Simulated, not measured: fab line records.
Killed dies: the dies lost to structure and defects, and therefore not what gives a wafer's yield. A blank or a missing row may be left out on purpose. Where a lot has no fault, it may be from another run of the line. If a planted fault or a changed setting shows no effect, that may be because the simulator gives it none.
The tool behind it: which one? -- flow gf180mcu -- Sampling: 12 lots, 36 wafers, 4 of 602 route steps

== WHAT THE GAUGES SHOWED, per wafer ==
GF_STI_THK_MEAS_04. Usual: STI_CVD_03_THK gives 205.9 nm (standard deviation 2.5).
lot,measured,on,STI_CVD_03_THK (nm),flag
L931,day 1 14:34,film_metro-02,204.4 206.0 204.5,
L933,day 2 00:06,film_metro-01,206.5 207.3 205.9,
L934,day 2 04:34,film_metro-04,208.9 210.2 211.4,
L935,day 2 09:34,film_metro-04,209.9 209.1 211.5,
L938,day 3 00:34,film_metro-02,208.6 208.4 209.3,
L946,day 4 16:34,film_metro-01,205.7 205.9 204.3,
L947,day 4 22:25,film_metro-04,363.1 362.5 362.5 363.1 362.4 362.5,OFF
L948,day 5 02:35,film_metro-01,205.2 206.4 204.6,
L950,day 5 12:34,film_metro-02,362.2 362.8 363.8 361.9 363.0 363.5,OFF
L952,day 5 23:25,film_metro-04,206.2 205.1 207.9,
L953,day 6 03:34,film_metro-04,203.2 205.0 206.0,
L954,day 6 10:09,film_metro-04,203.6 203.3 204.1,

GF_STI_CD_MEAS_12: the cd target is 220 nm. Usual: cd_nm reads 220.4 nm (standard deviation 1.1).
lot,measured,on,cd_nm (nm),flag
L931,day 2 01:17,cd_sem-02,221.2 221.5 220.5,
L933,day 2 12:12,cd_sem-02,218.3 218.0 220.0,
L934,day 2 16:05,cd_sem-02,223.5 221.5 220.9,
L935,day 2 21:23,cd_sem-01,221.0 221.0 220.3,
L938,day 3 13:47,cd_sem-02,220.8 220.8 221.6,
L946,day 5 06:51,cd_sem-02,221.0 219.8 219.1,
L948,day 5 17:41,cd_sem-01,220.8 220.4 219.6,
L952,day 6 14:35,cd_sem-01,219.7 218.3 219.0,
L953,day 6 19:07,cd_sem-01,218.2 218.6 219.0,
L954,day 7 01:09,cd_sem-01,218.0 219.3 219.9,

GF_POLY_GATE_THK_MEAS_01. Usual: POLY_GATE_CVD_00_THK gives 199.4 nm (standard deviation 2.1).
lot,measured,on,POLY_GATE_CVD_00_THK (nm),flag
L931,day 8 14:51,film_metro-02,197.5 198.4 197.8,
L933,day 9 05:37,film_metro-04,196.5 195.6 196.2,
L934,day 9 13:46,film_metro-02,200.1 202.5 200.4,
L935,day 9 18:19,film_metro-04,199.8 196.8 198.5,
L938,day 10 11:36,film_metro-02,196.3 195.1 195.3,
L946,day 13 01:28,film_metro-02,196.6 197.2 197.3,
L948,day 13 13:15,film_metro-02,200.9 201.5 203.1,
L952,day 14 09:17,film_metro-03,199.4 201.1 199.1,
L953,day 14 17:24,film_metro-03,195.4 194.4 196.4,
L954,day 15 04:06,film_metro-03,199.0 198.3 200.9,

== TOOL THAT RAN EACH LOT (tool first, then ch and the chambers of the sampled wafers, then the start) ==
lot,GF_STI_CVD_03
L931,"lpcvd-02 ch 1, day 1 11:34"
L933,"lpcvd-01 ch 1, day 1 22:06"
L934,"lpcvd-01 ch 1, day 2 02:34"
L935,"lpcvd-02 ch 0, day 2 07:34"
L938,"lpcvd-01 ch 1, day 2 22:34"
L946,"lpcvd-02 ch 1, day 4 14:34"
L947,"lpcvd-01 ch 0, day 4 20:26"
L948,"lpcvd-02 ch 0, day 5 00:34"
L950,"lpcvd-01 ch 0, day 5 10:34"
L952,"lpcvd-01 ch 1, day 5 21:24"
L953,"lpcvd-01 ch 1, day 6 01:34"
L954,"lpcvd-02 ch 0, day 6 08:10"
- GF_STI_CVD_03: deposits Si3N4 from DCS/NH3, target thk 207.16 nm, time 3551 s.

== AS READ BY THE TOOLS THEMSELVES (means over the sampled wafers that have a number; for cases with no such wafer, the mark the record gives instead) ==
GF_STI_CVD_03. Usual: pressure_mtorr 250.0 mTorr, standard deviation 0.59; spike_tc_bottom_C 790.2 C, standard deviation 2.5; spike_tc_centre_C 770.5 C, standard deviation 1.1; spike_tc_lower_C 769.5 C, standard deviation 1.1; spike_tc_top_C 785 C, standard deviation 4.1; spike_tc_upper_C 769.0 C, standard deviation 0.98; susceptor_temp_C 769.98 C, standard deviation 0.29; zone_power_bottom_pct 20.1 %, standard deviation 1.8; zone_power_centre_pct 13.2 %, standard deviation 0.63; zone_power_lower_pct 12.8 %, standard deviation 0.36; zone_power_top_pct 27.7 %, standard deviation 2.4.
lot,tool,pressure_mtorr (mTorr),spike_tc_bottom_C (C),spike_tc_centre_C (C),spike_tc_lower_C (C),spike_tc_top_C (C),spike_tc_upper_C (C),susceptor_temp_C (C),zone_power_bottom_pct (%),zone_power_centre_pct (%),zone_power_lower_pct (%),zone_power_top_pct (%),flag
L931,lpcvd-02,250.3,787.2,770.5,770.2,790,768.7,769.91,18.8,13.0,12.7,28.7,
L933,lpcvd-01,249.9,789.5,771.8,770.4,787,769.1,769.99,22.1,13.2,12.4,29.4,
L934,lpcvd-01,249.2,789.1,770.4,769.4,786,768.3,769.96,22.2,13.3,12.4,29.6,
L935,lpcvd-02,248.7,791.8,770.4,769.0,780,768.2,769.84,18.4,14.2,13.3,23.3,
L938,lpcvd-01,250.3,791.2,771.3,769.2,786,768.7,770.34,22.1,13.3,12.5,29.7,
L946,lpcvd-02,250.1,787.5,771.0,769.8,790,768.7,770.05,18.7,13.0,12.8,28.8,
L947,lpcvd-01,249.5,883.8,862.0,860.7,873,860.8,861.27,28.3,15.4,16.1,34.7,OFF
L948,lpcvd-02,249.9,792.3,769.9,768.5,780,768.2,769.83,18.5,14.3,13.3,23.4,
L950,lpcvd-01,250.4,884.0,863.1,861.1,873,860.9,861.65,28.0,15.4,15.9,34.5,OFF
L952,lpcvd-01,249.8,789.1,771.9,769.4,787,770.2,769.92,22.0,13.3,12.4,29.3,
L953,lpcvd-01,250.1,790.3,770.7,769.8,785,768.3,770.00,22.3,13.2,12.5,29.2,
L954,lpcvd-02,249.8,792.8,769.0,769.3,779,769.5,769.65,18.5,14.2,13.4,23.5,

== THE ANSWER, worked out from the rows above alone ==
Rule: lot off if the mean of its wafers having a number is beyond 3 standard deviations from the usual mean. Also off: a lot with no number at a reading for which 4 or more lots have one. Where the step has rows for the other lots, those lots are counted as sound. After the gauges, taken in route order, come the tools' own readings; for these a lot's mean is taken, as printed above. At the first step where some lot is off, the reading lying furthest off is the one used; lots without a number count as furthest.
Off: L947, L950, seen at GF_STI_THK_MEAS_04 (STI_CVD_03_THK).
If a tool, at a process step before that reading, ran all the lots that are off and no sound lot after the first of them, it fits. The gauges at GF_STI_THK_MEAS_04 aren't tried: what is off there is off at GF_STI_CVD_03 too, on other tools, and a gauge's error can't cause that. None of those tried fits.

== WHAT THE SIMULATOR HAD INSERTED ==
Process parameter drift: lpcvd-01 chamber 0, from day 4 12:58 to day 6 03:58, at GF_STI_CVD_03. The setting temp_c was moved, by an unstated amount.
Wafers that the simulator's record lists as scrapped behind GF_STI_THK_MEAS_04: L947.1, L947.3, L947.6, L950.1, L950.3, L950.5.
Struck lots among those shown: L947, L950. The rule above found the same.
